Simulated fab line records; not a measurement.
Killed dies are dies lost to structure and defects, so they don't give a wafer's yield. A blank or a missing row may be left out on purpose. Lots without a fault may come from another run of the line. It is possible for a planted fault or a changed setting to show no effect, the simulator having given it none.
Struck lot and sound lot, side by side ; flow sky130 ; 16 out of 708 route steps
Sound: wafers L293.1, L293.2, L293.4. Struck: wafers L287.2, L287.5, L287.6. Last of all comes the cause.
Per side, at each step with rows, come the tool, then ch with its chambers, and then its first start. Under that, the readings that differ: sound wafers ; struck wafers ; difference of the means ; sigmas: that difference in standard deviations of wafers without a fault.
alike: a reading whose means differ by less than 2 such deviations, as well as words and numbers matching on both sides. not compared: withheld readings; readings where some wafer has no value; bounds like >300 that might hide an equal value; numbers whose values overlap and for which the record gives no deviation.
Wherever a step has rows on one side only, a row that says differs or no value, or a row with sigmas, the two part there. Non-overlapping numbers with no deviation appear without sigmas and do not part them. A reading that every wafer of one side lacks parts them only if that side has two wafers or more.

first, 5 steps without rows for these wafers: SKY_SONOS_TUNNEL_COAT_02 (resist thk 1140 nm); SKY_SONOS_TUNNEL_SOFTBAKE_03 (time 60 s); SKY_SONOS_TUNNEL_EXPOSE_04 (exposes mask TUNM, target cd 410 nm); SKY_SONOS_TUNNEL_PEB_05; SKY_SONOS_TUNNEL_DEVELOP_06 (develop time 60 s).
SKY_SONOS_TUNNEL_CD_MEAS_07 targets a cd of 410 nm.
  sound on cd-sem-02, day 15 10:47; struck on cd-sem-01, day 13 11:48
reading;sound;struck;difference;sigmas
cd-nm (nm);411.4 411.6 410.8;405.6 405.3 406.6;-5.4;-3
SKY_SONOS_TUNNEL_OVL_MEAS_08:
  sound on overlay-02, day 15 10:54; struck on overlay-01, day 13 11:55
  alike: SONOS_TUNNEL_OVL
then, 3 steps without rows for these wafers: SKY_SONOS_TUNNEL_IMPLANT_09; SKY_SONOS_TUNNEL_WET_ETCH_10 (etches SiO2 in dHF, target depth 14 nm, time 280 s); SKY_SONOS_TUNNEL_STRIP_11 (strips in SPM, time 600 s).
SKY_SONOS_TUNNEL_TW_MEAS_12:
  sound on film-metro-03, day 15 11:22; struck on film-metro-01, day 13 12:22
  alike: SONOS_TUNNEL_TW
then, 1 step without rows for these wafers: SKY_SONOS_TUNNEL_CLEAN_13 (cleans in dHF, time 20 s).
SKY_SONOS_ONO_OXIDATION_00: stabilise 600 s, purge 300 s, target thk 2.6 nm.
  sound on furnace-02 ch 0, day 15 12:16; struck on furnace-01 ch 0, day 13 14:32
reading;sound;struck;difference;sigmas
model.SiO2_of_SONOS_ONO_OXIDATION_00.thk-nm (nm);2.568 2.518 2.562;2.874 2.831 2.85;+0.302;
  alike: spike-tc-centre-C, spike-tc-upper-C
SKY_SONOS_ONO_THK_MEAS_01:
  sound on film-metro-04, day 15 13:37; struck on film-metro-04, day 13 15:53
reading;sound;struck;difference;sigmas
SONOS_ONO_OXIDATION_THK (nm);2.57 2.53 2.51;2.91 2.86 2.82;+0.33;+6
then, 1 step without rows for these wafers: SKY_SONOS_ONO_CVD_02 (deposits Si3N4 from DCS/NH3, target thk 10.5 nm, time 180 s).
-- here the record skips 34 days between the struck wafers' starts before and after, leaving off in module SONOS_ONO and picking up in module PAD_OPEN (first step shown: number 708 of the route) --
SKY_PAD_OPEN_PROBE_99:
  sound on prober-01, day 48 15:59; struck on prober-01, day 47 10:27
reading;sound;struck;difference;sigmas
model.etest.cap-ono.gate-log10-a-cm2;-7.931 -7.944 -8.036;-8.737 -8.488 -8.468;-0.594;
model.etest.cap-ono.tox-acc-nm (nm);12.85 12.91 12.94;13.43 13.33 13.33;+0.46;
model.etest.sonos-erased.vt-v (V);-2.299 -2.283 -2.254;-1.893 -1.952 -1.939;+0.351;
model.etest.sonos-baked.vt-less-v (V);-0.482 -0.5382 -0.523;-0.3569 -0.3714 -0.4145;+0.1335;
  alike: killed_at_M0_to_M3, killed_at_M4_up, killed-at-contacts, killed-at-front-end, killed-at-other, killed-dies, killed-open, killed-short

== WHERE THEY PART ==
Last at SKY_SONOS_ONO_THK_MEAS_01 as far as this record goes, first at SKY_SONOS_TUNNEL_CD_MEAS_07. Later steps at which nothing parts them and some readings are alike: SKY_PAD_OPEN_PROBE_99.

WHY: what had been put in by the simulator
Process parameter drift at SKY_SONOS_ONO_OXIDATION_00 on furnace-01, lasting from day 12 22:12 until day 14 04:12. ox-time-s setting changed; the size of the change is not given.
